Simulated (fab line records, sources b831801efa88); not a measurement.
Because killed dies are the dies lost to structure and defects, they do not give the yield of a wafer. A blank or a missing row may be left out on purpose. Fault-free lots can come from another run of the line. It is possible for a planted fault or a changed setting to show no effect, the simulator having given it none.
Which tool was responsible? / flow sfq-line / 12 lots with 36 wafers sampled at 2 steps, on a route of 325 steps

== WHAT EACH GAUGE READ, for each wafer ==
SFQ_I0_OVL_MEAS_908.
lot=L402; measured=day 15 21:05; on=overlay-02; I0_OVL (nm)=-6 -12 -11
lot=L403; measured=day 16 00:41; on=overlay-01; I0_OVL (nm)=-3 -5 -7
lot=L404; measured=day 16 07:53; on=overlay-02; I0_OVL (nm)=1 -2 0
lot=L405; measured=day 16 16:48; on=overlay-02; I0_OVL (nm)=-2 -1 -6
lot=L406; measured=day 17 14:07; on=overlay-02; I0_OVL (nm)=-5 -5 -8
lot=L407; measured=day 18 04:31; on=overlay-01; I0_OVL (nm)=-9 -2 -2
lot=L408; measured=day 18 22:31; on=overlay-02; I0_OVL (nm)=58 66 59
lot=L409; measured=day 19 04:30; on=overlay-01; I0_OVL (nm)=63 65 63
lot=L410; measured=day 19 10:31; on=overlay-02; I0_OVL (nm)=64 63 61
lot=L412; measured=day 20 02:14; on=overlay-02; I0_OVL (nm)=6 5 4
lot=L414; measured=day 21 02:10; on=overlay-02; I0_OVL (nm)=-10 -1 -1
lot=L417; measured=day 22 02:09; on=overlay-01; I0_OVL (nm)=2 -5 -9

== EACH LOT AND THE TOOL THAT RAN IT (in order: tool; ch and the chambers of the sampled wafers; start) ==
lot=L402; SFQ_TRILAYER_I0_VIA_LITHO_EXPOSE_032=krf-scanner-02 ch 0, day 15 19:35
lot=L403; SFQ_TRILAYER_I0_VIA_LITHO_EXPOSE_032=krf-scanner-02 ch 0, day 15 23:11
lot=L404; SFQ_TRILAYER_I0_VIA_LITHO_EXPOSE_032=krf-scanner-02 ch 0, day 16 06:23
lot=L405; SFQ_TRILAYER_I0_VIA_LITHO_EXPOSE_032=krf-scanner-01 ch 0, day 16 15:41
lot=L406; SFQ_TRILAYER_I0_VIA_LITHO_EXPOSE_032=krf-scanner-02 ch 0, day 17 13:12
lot=L407; SFQ_TRILAYER_I0_VIA_LITHO_EXPOSE_032=krf-scanner-02 ch 0, day 18 03:12
lot=L408; SFQ_TRILAYER_I0_VIA_LITHO_EXPOSE_032=krf-scanner-02 ch 0, day 18 21:24
lot=L409; SFQ_TRILAYER_I0_VIA_LITHO_EXPOSE_032=krf-scanner-02 ch 0, day 19 03:00
lot=L410; SFQ_TRILAYER_I0_VIA_LITHO_EXPOSE_032=krf-scanner-02 ch 0, day 19 09:12
lot=L412; SFQ_TRILAYER_I0_VIA_LITHO_EXPOSE_032=krf-scanner-01 ch 0, day 20 00:56
lot=L414; SFQ_TRILAYER_I0_VIA_LITHO_EXPOSE_032=krf-scanner-01 ch 0, day 21 01:03
lot=L417; SFQ_TRILAYER_I0_VIA_LITHO_EXPOSE_032=krf-scanner-01 ch 0, day 22 00:39
- SFQ_TRILAYER_I0_VIA_LITHO_EXPOSE_032: exposes mask I0, target cd 500 nm.

== AS READ BY THE TOOLS THEMSELVES (means over the sampled wafers that have a number; for cases with no such wafer, the mark the record gives instead) ==
The record holds no such reading with a usual standard deviation.

== THE ANSWER, worked out from the rows above alone ==
Rule: the usual values come from the lots themselves. Put in order of their means at a reading, lots are off if they are a third of the lots or fewer, leave a main group of 4 or more, and stand apart from it by a gap of 3 or more times the standard deviation of the main group's means; of several such gaps the widest counts. A main group whose means are all the same, to the digits that the tables above print for the reading, isn't used. A lot without any number at a reading at which 4 lots or more have one is off too. Any other lot the step has rows for is counted as sound. After the gauges, taken in route order, come the tools' own readings; for these a lot's mean is taken, as printed above. At the first step where some lot is off, the reading lying furthest off is the one used; lots without a number count as furthest.
Off: at SFQ_I0_OVL_MEAS_908 (I0_OVL), L408, L409, L410. The main group has a mean of -3 nm with a standard deviation of 3.8.
A tool fits if, at a process step before that reading, it ran every lot that is off, and no sound lot after the first of them. The gauges at SFQ_I0_OVL_MEAS_908 are tried like those tools. One candidate fits, namely krf-scanner-02 at SFQ_TRILAYER_I0_VIA_LITHO_EXPOSE_032. Its last sound lot is L407 (day 18 03:12), its first lot that is off L408 (day 18 21:24): a fault that began between those two fits.

== WHAT WAS PUT IN BY THE SIMULATOR ==
Scanner matching overlay: krf-scanner-02, from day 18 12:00 on, at SFQ_TRILAYER_I0_VIA_LITHO_EXPOSE_032. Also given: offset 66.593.
Struck lots among those shown: L408, L409, L410. The same result came from the rule above.
